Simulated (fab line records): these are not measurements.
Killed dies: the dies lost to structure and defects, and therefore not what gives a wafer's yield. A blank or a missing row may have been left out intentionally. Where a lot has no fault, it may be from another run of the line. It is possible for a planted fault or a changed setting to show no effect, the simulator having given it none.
What tool caused it? :: flow sky130 :: 36 wafers from 12 lots sampled at 6 of the route's 708 steps

== WHAT THE GAUGES READ, wafer by wafer ==
SKY_VT_ADJUST_HVTR_TW_MEAS_11. Usual: for VT_ADJUST_HVTR_TW the level is 212.3 and the standard deviation is 0.89.
lot: L162
measured: day 12 09:52
on: film_metro-02
VT_ADJUST_HVTR_TW: 30.2 30.2 30.1 30.1 30.1 30.2
flag: OFF

lot: L163
measured: day 12 11:51
on: film_metro-04
VT_ADJUST_HVTR_TW: 30.2 30.1 30.0 29.9 30.1 30.2
flag: OFF

lot: L164
measured: day 12 20:43
on: film_metro-04
VT_ADJUST_HVTR_TW: 30.2 30.1 30.0 30.1 30.1 30.4
flag: OFF

lot: L166
measured: day 13 17:47
on: film_metro-01
VT_ADJUST_HVTR_TW: 212.2 210.8 212.0
flag: 

lot: L168
measured: day 14 04:35
on: film_metro-04
VT_ADJUST_HVTR_TW: 212.2 212.1 211.0
flag: 

lot: L169
measured: day 14 07:39
on: film_metro-01
VT_ADJUST_HVTR_TW: 212.5 213.4 211.7
flag: 

lot: L170
measured: day 14 11:48
on: film_metro-04
VT_ADJUST_HVTR_TW: 211.2 211.2 213.4
flag: 

lot: L171
measured: day 14 22:47
on: film_metro-02
VT_ADJUST_HVTR_TW: 212.1 211.0 212.1
flag: 

lot: L172
measured: day 15 02:50
on: film_metro-01
VT_ADJUST_HVTR_TW: 211.4 210.8 212.6
flag: 

lot: L173
measured: day 15 14:04
on: film_metro-01
VT_ADJUST_HVTR_TW: 213.6 212.2 212.8
flag: 

lot: L174
measured: day 15 19:15
on: film_metro-04
VT_ADJUST_HVTR_TW: 214.1 213.2 212.8
flag: 

lot: L176
measured: day 16 18:04
on: film_metro-01
VT_ADJUST_HVTR_TW: 212.5 212.4 213.0
flag: 

SKY_LDD_N_OVL_MEAS_07. Usual: for LDD_N_OVL the level is -0.5 nm and the standard deviation is 1.4.
lot: L166
measured: day 23 05:02
on: overlay-02
LDD_N_OVL (nm): 0.5 1.2 1.2
flag: 

lot: L168
measured: day 23 15:35
on: overlay-02
LDD_N_OVL (nm): 0.2 1.0 1.5
flag: 

lot: L169
measured: day 23 18:43
on: overlay-02
LDD_N_OVL (nm): -1.1 -0.2 -1.2
flag: 

lot: L170
measured: day 23 21:15
on: overlay-01
LDD_N_OVL (nm): -1.4 -1.2 -1.1
flag: 

lot: L171
measured: day 24 13:01
on: overlay-01
LDD_N_OVL (nm): -1.4 -1.3 -1.8
flag: 

lot: L172
measured: day 24 17:12
on: overlay-01
LDD_N_OVL (nm): -3.9 -2.6 -2.7
flag: 

lot: L173
measured: day 25 01:33
on: overlay-02
LDD_N_OVL (nm): -0.4 0.1 -0.4
flag: 

lot: L174
measured: day 25 09:24
on: overlay-01
LDD_N_OVL (nm): -1.6 0.5 1.0
flag: 

lot: L176
measured: day 26 06:26
on: overlay-02
LDD_N_OVL (nm): 0.7 2.1 2.1
flag: 

SKY_RES_XHIGH_TW_MEAS_09. Usual: for RES_XHIGH_TW the level is 1633 and the standard deviation is 9.4.
lot: L166
measured: day 31 22:42
on: film_metro-04
RES_XHIGH_TW: 1634 1635 1635
flag: 

lot: L168
measured: day 32 09:24
on: film_metro-04
RES_XHIGH_TW: 1635 1629 1633
flag: 

lot: L169
measured: day 32 09:43
on: film_metro-04
RES_XHIGH_TW: 1639 1639 1641
flag: 

lot: L170
measured: day 32 13:54
on: film_metro-02
RES_XHIGH_TW: 1639 1641 1642
flag: 

lot: L171
measured: day 33 02:09
on: film_metro-03
RES_XHIGH_TW: 1621 1630 1636
flag: 

lot: L172
measured: day 33 06:17
on: film_metro-03
RES_XHIGH_TW: 1625 1625 1622
flag: 

lot: L173
measured: day 33 16:31
on: film_metro-03
RES_XHIGH_TW: 1617 1630 1620
flag: 

lot: L174
measured: day 33 22:45
on: film_metro-02
RES_XHIGH_TW: 1644 1640 1644
flag: 

lot: L176
measured: day 34 15:43
on: film_metro-04
RES_XHIGH_TW: 1648 1643 1642
flag: 

SKY_SD_N_TW_MEAS_12. Usual: for SD_N_TW the level is 3974 and the standard deviation is 33.
lot: L166
measured: day 33 03:03
on: film_metro-02
SD_N_TW: 3948 3976 3992
flag: 

lot: L168
measured: day 33 13:29
on: film_metro-03
SD_N_TW: 3951 3942 3941
flag: 

lot: L169
measured: day 33 13:31
on: film_metro-02
SD_N_TW: 3988 3997 3997
flag: 

lot: L170
measured: day 33 17:37
on: film_metro-03
SD_N_TW: 3930 3970 3953
flag: 

lot: L171
measured: day 34 06:02
on: film_metro-03
SD_N_TW: 3952 3982 3944
flag: 

lot: L172
measured: day 34 09:41
on: film_metro-04
SD_N_TW: 3993 3992 3988
flag: 

lot: L173
measured: day 34 20:00
on: film_metro-03
SD_N_TW: 3959 3939 3958
flag: 

lot: L174
measured: day 35 02:15
on: film_metro-02
SD_N_TW: 4019 4038 4010
flag: 

lot: L176
measured: day 35 19:03
on: film_metro-02
SD_N_TW: 4010 3986 3982
flag: 

== EACH LOT AND THE TOOL THAT RAN IT (in order: tool; ch and the chambers of the sampled wafers; start) ==
lot: L162
SKY_VT_ADJUST_NCORE_STRIP_10: plasma_asher-02 ch 0,1, day 11 09:27
SKY_VT_ADJUST_HVTR_STRIP_10: plasma_asher-02 ch 0,1, day 12 09:46

lot: L163
SKY_VT_ADJUST_NCORE_STRIP_10: plasma_asher-02 ch 0,1, day 11 11:56
SKY_VT_ADJUST_HVTR_STRIP_10: plasma_asher-02 ch 0,1, day 12 11:44

lot: L164
SKY_VT_ADJUST_NCORE_STRIP_10: plasma_asher-01 ch 0,1, day 11 20:05
SKY_VT_ADJUST_HVTR_STRIP_10: plasma_asher-01 ch 0,1, day 12 20:37

lot: L166
SKY_VT_ADJUST_NCORE_STRIP_10: plasma_asher-02 ch 0,1, day 12 15:46
SKY_VT_ADJUST_HVTR_STRIP_10: plasma_asher-01 ch 1, day 13 17:41

lot: L168
SKY_VT_ADJUST_NCORE_STRIP_10: plasma_asher-04 ch 0,1, day 13 03:04
SKY_VT_ADJUST_HVTR_STRIP_10: plasma_asher-03 ch 0,1, day 14 04:29

lot: L169
SKY_VT_ADJUST_NCORE_STRIP_10: plasma_asher-02 ch 0,1, day 13 05:41
SKY_VT_ADJUST_HVTR_STRIP_10: plasma_asher-02 ch 0,1, day 14 07:32

lot: L170
SKY_VT_ADJUST_NCORE_STRIP_10: plasma_asher-02 ch 0,1, day 13 09:49
SKY_VT_ADJUST_HVTR_STRIP_10: plasma_asher-01 ch 0,1, day 14 11:42

lot: L171
SKY_VT_ADJUST_NCORE_STRIP_10: plasma_asher-02 ch 0,1, day 13 19:58
SKY_VT_ADJUST_HVTR_STRIP_10: plasma_asher-01 ch 0,1, day 14 22:41

lot: L172
SKY_VT_ADJUST_NCORE_STRIP_10: plasma_asher-02 ch 1, day 14 00:25
SKY_VT_ADJUST_HVTR_STRIP_10: plasma_asher-03 ch 0,1, day 15 02:44

lot: L173
SKY_VT_ADJUST_NCORE_STRIP_10: plasma_asher-04 ch 0,1, day 14 10:01
SKY_VT_ADJUST_HVTR_STRIP_10: plasma_asher-02 ch 0,1, day 15 13:57

lot: L174
SKY_VT_ADJUST_NCORE_STRIP_10: plasma_asher-04 ch 0,1, day 14 15:35
SKY_VT_ADJUST_HVTR_STRIP_10: plasma_asher-02 ch 0,1, day 15 19:09

lot: L176
SKY_VT_ADJUST_NCORE_STRIP_10: plasma_asher-01 ch 0,1, day 15 13:05
SKY_VT_ADJUST_HVTR_STRIP_10: plasma_asher-03 ch 0,1, day 16 17:57
- SKY_VT_ADJUST_NCORE_STRIP_10: strips in O2/N2.
- SKY_VT_ADJUST_HVTR_STRIP_10: strips in O2/N2.

== AS READ BY THE TOOLS THEMSELVES (means over the sampled wafers that have a number; for cases with no such wafer, the mark the record gives instead) ==
SKY_VT_ADJUST_NCORE_STRIP_10. Usual: chamber_pressure_mTorr 1500.0 mTorr, standard deviation 1.4; drypump_motor_current_A 5.8 A, standard deviation 0.42; oes_product_au 0.716 a.u., standard deviation 0.0044; strip_time_to_endpoint_s 14.19 s, standard deviation 0.036.
lot: L162
tool: plasma_asher-02
chamber_pressure_mTorr (mTorr): -
drypump_motor_current_A (A): -
oes_product_au (a.u.): -
strip_time_to_endpoint_s (s): -
flag: OFF

lot: L163
tool: plasma_asher-02
chamber_pressure_mTorr (mTorr): -
drypump_motor_current_A (A): -
oes_product_au (a.u.): -
strip_time_to_endpoint_s (s): -
flag: OFF

lot: L164
tool: plasma_asher-01
chamber_pressure_mTorr (mTorr): -
drypump_motor_current_A (A): -
oes_product_au (a.u.): -
strip_time_to_endpoint_s (s): -
flag: OFF

lot: L166
tool: plasma_asher-02
chamber_pressure_mTorr (mTorr): 1498.8
drypump_motor_current_A (A): 6.1
oes_product_au (a.u.): 0.719
strip_time_to_endpoint_s (s): 14.23
flag: 

lot: L168
tool: plasma_asher-04
chamber_pressure_mTorr (mTorr): 1499.7
drypump_motor_current_A (A): 5.9
oes_product_au (a.u.): 0.716
strip_time_to_endpoint_s (s): 14.22
flag: 

lot: L169
tool: plasma_asher-02
chamber_pressure_mTorr (mTorr): 1499.5
drypump_motor_current_A (A): 5.9
oes_product_au (a.u.): 0.715
strip_time_to_endpoint_s (s): 14.20
flag: 

lot: L170
tool: plasma_asher-02
chamber_pressure_mTorr (mTorr): 1500.1
drypump_motor_current_A (A): 5.9
oes_product_au (a.u.): 0.716
strip_time_to_endpoint_s (s): 14.16
flag: 

lot: L171
tool: plasma_asher-02
chamber_pressure_mTorr (mTorr): 1499.6
drypump_motor_current_A (A): 6.1
oes_product_au (a.u.): 0.718
strip_time_to_endpoint_s (s): 14.18
flag: 

lot: L172
tool: plasma_asher-02
chamber_pressure_mTorr (mTorr): 1500.0
drypump_motor_current_A (A): 6.3
oes_product_au (a.u.): 0.716
strip_time_to_endpoint_s (s): 14.20
flag: 

lot: L173
tool: plasma_asher-04
chamber_pressure_mTorr (mTorr): 1500.2
drypump_motor_current_A (A): 6.0
oes_product_au (a.u.): 0.718
strip_time_to_endpoint_s (s): 14.19
flag: 

lot: L174
tool: plasma_asher-04
chamber_pressure_mTorr (mTorr): 1500.2
drypump_motor_current_A (A): 6.0
oes_product_au (a.u.): 0.718
strip_time_to_endpoint_s (s): 14.13
flag: 

lot: L176
tool: plasma_asher-01
chamber_pressure_mTorr (mTorr): 1499.3
drypump_motor_current_A (A): 5.2
oes_product_au (a.u.): 0.715
strip_time_to_endpoint_s (s): 14.21
flag: 

SKY_VT_ADJUST_HVTR_STRIP_10. Usual: chamber_pressure_mTorr 1500.1 mTorr, standard deviation 1.3; drypump_motor_current_A 5.7 A, standard deviation 0.41; oes_product_au 0.716 a.u., standard deviation 0.0044; strip_time_to_endpoint_s 14.17 s, standard deviation 0.044.
lot: L162
tool: plasma_asher-02
chamber_pressure_mTorr (mTorr): 1500.8
drypump_motor_current_A (A): 6.1
oes_product_au (a.u.): 0.717
strip_time_to_endpoint_s (s): 31.20
flag: OFF

lot: L163
tool: plasma_asher-02
chamber_pressure_mTorr (mTorr): 1500.4
drypump_motor_current_A (A): 6.2
oes_product_au (a.u.): 0.720
strip_time_to_endpoint_s (s): 31.32
flag: OFF

lot: L164
tool: plasma_asher-01
chamber_pressure_mTorr (mTorr): 1499.0
drypump_motor_current_A (A): 5.2
oes_product_au (a.u.): 0.721
strip_time_to_endpoint_s (s): 31.31
flag: OFF

lot: L166
tool: plasma_asher-01
chamber_pressure_mTorr (mTorr): 1499.2
drypump_motor_current_A (A): 5.7
oes_product_au (a.u.): 0.717
strip_time_to_endpoint_s (s): 14.08
flag: 

lot: L168
tool: plasma_asher-03
chamber_pressure_mTorr (mTorr): 1499.9
drypump_motor_current_A (A): 5.6
oes_product_au (a.u.): 0.718
strip_time_to_endpoint_s (s): 14.13
flag: 

lot: L169
tool: plasma_asher-02
chamber_pressure_mTorr (mTorr): 1499.8
drypump_motor_current_A (A): 6.1
oes_product_au (a.u.): 0.717
strip_time_to_endpoint_s (s): 14.12
flag: 

lot: L170
tool: plasma_asher-01
chamber_pressure_mTorr (mTorr): 1499.2
drypump_motor_current_A (A): 5.2
oes_product_au (a.u.): 0.713
strip_time_to_endpoint_s (s): 14.18
flag: 

lot: L171
tool: plasma_asher-01
chamber_pressure_mTorr (mTorr): 1500.5
drypump_motor_current_A (A): 5.5
oes_product_au (a.u.): 0.719
strip_time_to_endpoint_s (s): 14.25
flag: 

lot: L172
tool: plasma_asher-03
chamber_pressure_mTorr (mTorr): 1500.7
drypump_motor_current_A (A): 5.6
oes_product_au (a.u.): 0.718
strip_time_to_endpoint_s (s): 14.19
flag: 

lot: L173
tool: plasma_asher-02
chamber_pressure_mTorr (mTorr): 1500.0
drypump_motor_current_A (A): 6.1
oes_product_au (a.u.): 0.719
strip_time_to_endpoint_s (s): 14.17
flag: 

lot: L174
tool: plasma_asher-02
chamber_pressure_mTorr (mTorr): 1501.5
drypump_motor_current_A (A): 5.9
oes_product_au (a.u.): 0.714
strip_time_to_endpoint_s (s): 14.16
flag: 

lot: L176
tool: plasma_asher-03
chamber_pressure_mTorr (mTorr): 1500.2
drypump_motor_current_A (A): 5.6
oes_product_au (a.u.): 0.714
strip_time_to_endpoint_s (s): 14.18
flag: 

== THE ANSWER, worked out from the rows above alone ==
Rule: a lot counts as off when the mean over its wafers that have a number is more than 3 standard deviations away from the usual mean. Also off: a lot with no number at a reading for which 4 or more lots have one. Where the step has rows for the other lots, those lots are counted as sound. The gauges are gone through in route order, then the tools' own readings, and for those a lot's mean is taken as printed above. At the first step where some lot is off, the reading lying furthest off is the one used; lots without a number count as furthest.
Off: L162, L163, L164, at SKY_VT_ADJUST_HVTR_TW_MEAS_11 (VT_ADJUST_HVTR_TW).
If a tool, at a process step before that reading, ran all the lots that are off and no sound lot after the first of them, it fits. Not tried: the gauges at SKY_VT_ADJUST_HVTR_TW_MEAS_11; whatever is off there is also off at SKY_VT_ADJUST_NCORE_STRIP_10, on other tools, and gauge error can't account for it. None of those tried fits.

== WHAT THE SIMULATOR PUT IN ==
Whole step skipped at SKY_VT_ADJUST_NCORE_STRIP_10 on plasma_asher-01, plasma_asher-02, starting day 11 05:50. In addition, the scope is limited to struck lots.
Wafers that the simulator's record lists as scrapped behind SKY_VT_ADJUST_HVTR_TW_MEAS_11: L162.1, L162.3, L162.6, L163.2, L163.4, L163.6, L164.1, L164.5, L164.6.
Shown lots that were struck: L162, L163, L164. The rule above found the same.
